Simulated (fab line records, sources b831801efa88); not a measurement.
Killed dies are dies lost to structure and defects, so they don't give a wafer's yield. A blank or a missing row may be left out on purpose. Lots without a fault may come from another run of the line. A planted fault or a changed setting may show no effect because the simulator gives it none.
Which tool did it? | flow sky130 | 14 lots, 42 wafers sampled, at 5 steps of a route of 708

WHAT THE GAUGES READ, wafer by wafer
SKY_METAL5_RS_MEAS_05: measures by four-point-probe. Usual: METAL5_ALCU_RS 0.0271 ohm/sq, standard deviation 0.0003.
lot  | measured     | on            | METAL5_ALCU_RS (ohm/sq) | flag
L573 | day 42 22:53 | film_metro-03 | 0.0272 0.0273 0.0271    |
L574 | day 43 14:28 | film_metro-03 | 0.0269 0.0273 0.0268    |
L577 | day 44 12:40 | film_metro-01 | 0.0265 0.0269 0.0271    |
L578 | day 44 19:02 | film_metro-04 | 0.0273 0.0273 0.0275    |
L579 | day 45 08:25 | film_metro-04 | 0.0269 0.0270 0.0269    |
L580 | day 45 09:25 | film_metro-04 | 0.0272 0.0269 0.0270    |
L581 | day 45 14:54 | film_metro-03 | 0.0269 0.0266 0.0266    |
L583 | day 46 00:48 | film_metro-03 | 0.0272 0.0270 0.0267    |
L584 | day 46 13:12 | film_metro-01 | 8.6185 8.5190 8.5641    | OFF
L585 | day 46 13:48 | film_metro-03 | 8.7066 8.7024 8.7039    | OFF
L588 | day 47 06:18 | film_metro-03 | 0.0269 0.0272 0.0267    |
L587 | day 47 08:57 | film_metro-03 | 0.0269 0.0270 0.0273    |
L595 | day 48 17:37 | film_metro-03 | 0.0271 0.0270 0.0269    |
L594 | day 48 19:42 | film_metro-04 | 0.0276 0.0271 0.0274    |

SKY_METAL5_THK_MEAS_06: measures by xrf. Usual: METAL5_ALCU_THK 1161 nm, standard deviation 13.
lot  | measured     | on            | METAL5_ALCU_THK (nm) | flag
L573 | day 42 23:00 | film_metro-03 | 1144 1149 1154       |
L574 | day 43 14:35 | film_metro-03 | 1166 1160 1181       |
L577 | day 44 12:46 | film_metro-01 | 1180 1157 1158       |
L578 | day 44 19:08 | film_metro-04 | 1148 1148 1138       |
L579 | day 45 08:32 | film_metro-04 | 1168 1168 1171       |
L580 | day 45 09:32 | film_metro-04 | 1154 1163 1157       |
L581 | day 45 15:00 | film_metro-03 | 1161 1178 1174       |
L583 | day 46 00:55 | film_metro-03 | 1156 1161 1178       |
L584 | day 46 13:18 | film_metro-01 | <1 <1 <1             | OFF
L585 | day 46 13:55 | film_metro-03 | <1 <1 <1             | OFF
L588 | day 47 06:25 | film_metro-03 | 1163 1152 1185       |
L587 | day 47 09:03 | film_metro-03 | 1170 1162 1154       |
L595 | day 48 17:43 | film_metro-03 | 1156 1161 1163       |
L594 | day 48 19:49 | film_metro-04 | 1151 1165 1157       |

WHICH TOOL RAN EACH LOT (tool, then ch and the chambers of the sampled wafers, then the start)
lot  | SKY_METAL4_SPUTTER_02        | SKY_VIA4_STRIP_13                    | SKY_METAL5_SPUTTER_02
L573 | pvd_sputter-03, day 39 19:11 | plasma_asher-04 ch 0,1, day 42 21:25 | pvd_sputter-02, day 42 22:46
L574 | pvd_sputter-04, day 40 11:41 | plasma_asher-03 ch 0,1, day 43 12:56 | pvd_sputter-01, day 43 14:21
L577 | pvd_sputter-04, day 41 11:47 | plasma_asher-04 ch 0,1, day 44 11:04 | pvd_sputter-01, day 44 12:30
L578 | pvd_sputter-01, day 41 18:58 | plasma_asher-04 ch 0,1, day 44 17:34 | pvd_sputter-04, day 44 18:53
L579 | pvd_sputter-03, day 42 09:13 | plasma_asher-03 ch 0,1, day 45 06:58 | pvd_sputter-04, day 45 08:18
L580 | pvd_sputter-03, day 42 10:39 | plasma_asher-04 ch 0,1, day 45 07:58 | pvd_sputter-04, day 45 09:18
L581 | pvd_sputter-04, day 42 17:38 | plasma_asher-04 ch 0,1, day 45 13:26 | pvd_sputter-02, day 45 14:44
L583 | pvd_sputter-01, day 43 04:14 | plasma_asher-04 ch 0,1, day 45 23:20 | pvd_sputter-01, day 46 00:41
L584 | pvd_sputter-03, day 43 17:08 | plasma_asher-03 ch 0,1, day 46 11:44 | pvd_sputter-02, day 46 13:02
L585 | pvd_sputter-01, day 43 17:31 | plasma_asher-01 ch 0, day 46 12:20   | pvd_sputter-01, day 46 13:41
L588 | pvd_sputter-01, day 44 12:12 | plasma_asher-04 ch 0,1, day 47 04:44 | pvd_sputter-02, day 47 06:11
L587 | pvd_sputter-01, day 44 15:14 | plasma_asher-04 ch 0,1, day 47 07:26 | pvd_sputter-04, day 47 08:47
L595 | pvd_sputter-03, day 46 01:59 | plasma_asher-03 ch 0,1, day 48 15:43 | pvd_sputter-04, day 48 17:28
L594 | pvd_sputter-03, day 46 03:20 | plasma_asher-04 ch 0,1, day 48 17:49 | pvd_sputter-04, day 48 19:35
- SKY_METAL4_SPUTTER_02: material AlCu, target thk 735 nm, time 39.1 s.
- SKY_VIA4_STRIP_13: strips in O2/N2.
- SKY_METAL5_SPUTTER_02: material AlCu, target thk 1150 nm, time 61.2 s.

WHAT THE TOOLS THEMSELVES READ (means of the sampled wafers that have a number; where no wafer has one, the mark that the record gives instead)
SKY_METAL4_SPUTTER_02. Usual: cathode_dc_power_W 10600 W, standard deviation 1.8; chamber_pressure_pa 0.3999 Pa, standard deviation 0.00077; throttle_valve_pct 30.0 %, standard deviation 0.83.
lot  | tool           | cathode_dc_power_W (W) | chamber_pressure_pa (Pa) | throttle_valve_pct (%) | flag
L573 | pvd_sputter-03 | 10600                  | 0.3995                   | 30.0                   |
L574 | pvd_sputter-04 | 10601                  | 0.4001                   | 29.5                   |
L577 | pvd_sputter-04 | 10602                  | 0.3996                   | 29.9                   |
L578 | pvd_sputter-01 | 10601                  | 0.4007                   | 30.0                   |
L579 | pvd_sputter-03 | 10600                  | 0.3996                   | 29.6                   |
L580 | pvd_sputter-03 | 10600                  | 0.3998                   | 29.6                   |
L581 | pvd_sputter-04 | 10598                  | 0.3998                   | 30.0                   |
L583 | pvd_sputter-01 | 10601                  | 0.3998                   | 30.1                   |
L584 | pvd_sputter-03 | 10600                  | 0.4005                   | 29.6                   |
L585 | pvd_sputter-01 | 10601                  | 0.3990                   | 30.9                   |
L588 | pvd_sputter-01 | 10601                  | 0.3994                   | 30.6                   |
L587 | pvd_sputter-01 | 10600                  | 0.4001                   | 30.7                   |
L595 | pvd_sputter-03 | 10601                  | 0.3999                   | 30.3                   |
L594 | pvd_sputter-03 | 10601                  | 0.4006                   | 30.3                   |

SKY_VIA4_STRIP_13. Usual: drypump_motor_current_A 5.7 A, standard deviation 0.49; oes_product_au 0.709 a.u., standard deviation 0.0047; strip_time_to_endpoint_s 12.809 s, standard deviation 0.03.
lot  | tool            | drypump_motor_current_A (A) | oes_product_au (a.u.) | strip_time_to_endpoint_s (s) | flag
L573 | plasma_asher-04 | 6.0                         | 0.711                 | 12.835                       |
L574 | plasma_asher-03 | 5.3                         | 0.711                 | 12.811                       |
L577 | plasma_asher-04 | 5.7                         | 0.704                 | 12.813                       |
L578 | plasma_asher-04 | 6.0                         | 0.709                 | 12.795                       |
L579 | plasma_asher-03 | 5.3                         | 0.709                 | 12.762                       |
L580 | plasma_asher-04 | 6.0                         | 0.710                 | 12.797                       |
L581 | plasma_asher-04 | 5.7                         | 0.710                 | 12.808                       |
L583 | plasma_asher-04 | 5.7                         | 0.708                 | 12.804                       |
L584 | plasma_asher-03 | 5.4                         | 0.706                 | 12.779                       |
L585 | plasma_asher-01 | 5.3                         | 0.709                 | 12.818                       |
L588 | plasma_asher-04 | 5.7                         | 0.714                 | 12.809                       |
L587 | plasma_asher-04 | 6.0                         | 0.708                 | 12.786                       |
L595 | plasma_asher-03 | 5.3                         | 0.710                 | 12.807                       |
L594 | plasma_asher-04 | 6.0                         | 0.708                 | 12.790                       |

SKY_METAL5_SPUTTER_02. Usual: cathode_dc_power_W 10600 W, standard deviation 1.8; chamber_pressure_pa 0.4001 Pa, standard deviation 0.00077; throttle_valve_pct 30.0 %, standard deviation 0.86.
lot  | tool           | cathode_dc_power_W (W) | chamber_pressure_pa (Pa) | throttle_valve_pct (%) | flag
L573 | pvd_sputter-02 | 10598                  | 0.4002                   | 29.9                   |
L574 | pvd_sputter-01 | 10599                  | 0.3999                   | 29.8                   |
L577 | pvd_sputter-01 | 10599                  | 0.4001                   | 29.8                   |
L578 | pvd_sputter-04 | 10601                  | 0.4008                   | 29.7                   |
L579 | pvd_sputter-04 | 10599                  | 0.4009                   | 30.2                   |
L580 | pvd_sputter-04 | 10600                  | 0.3998                   | 30.0                   |
L581 | pvd_sputter-02 | 10601                  | 0.3996                   | 30.0                   |
L583 | pvd_sputter-01 | 10598                  | 0.4001                   | 30.0                   |
L584 | pvd_sputter-02 | -                      | -                        | -                      | OFF
L585 | pvd_sputter-01 | -                      | -                        | -                      | OFF
L588 | pvd_sputter-02 | 10601                  | 0.4009                   | 30.0                   |
L587 | pvd_sputter-04 | 10600                  | 0.3999                   | 29.6                   |
L595 | pvd_sputter-04 | 10599                  | 0.3998                   | 29.9                   |
L594 | pvd_sputter-04 | 10601                  | 0.3999                   | 29.1                   |

THE ANSWER, worked out from the rows above alone
Rule: a lot is off if the mean of its wafers that have a number lies more than 3 standard deviations from the usual mean. A lot without any number at a reading at which 4 lots or more have one is off too. The other lots that the step has rows for count as sound. The gauges are gone through in route order, then the tools' own readings, and for those a lot's mean is taken as printed above. The first step at which some lot is off is used, and at that step the reading that is off furthest; a lot without a number counts as furthest.
Off: L584, L585, at SKY_METAL5_RS_MEAS_05 (METAL5_ALCU_RS).
A tool fits if, at a process step before that reading, it ran every lot that is off, and no sound lot after the first of them. The gauges at SKY_METAL5_RS_MEAS_05 aren't tried: what is off there is off at SKY_METAL5_SPUTTER_02 too, on other tools, and a gauge's error can't cause that. None of those tried fits.

WHAT THE SIMULATOR HAD PUT IN
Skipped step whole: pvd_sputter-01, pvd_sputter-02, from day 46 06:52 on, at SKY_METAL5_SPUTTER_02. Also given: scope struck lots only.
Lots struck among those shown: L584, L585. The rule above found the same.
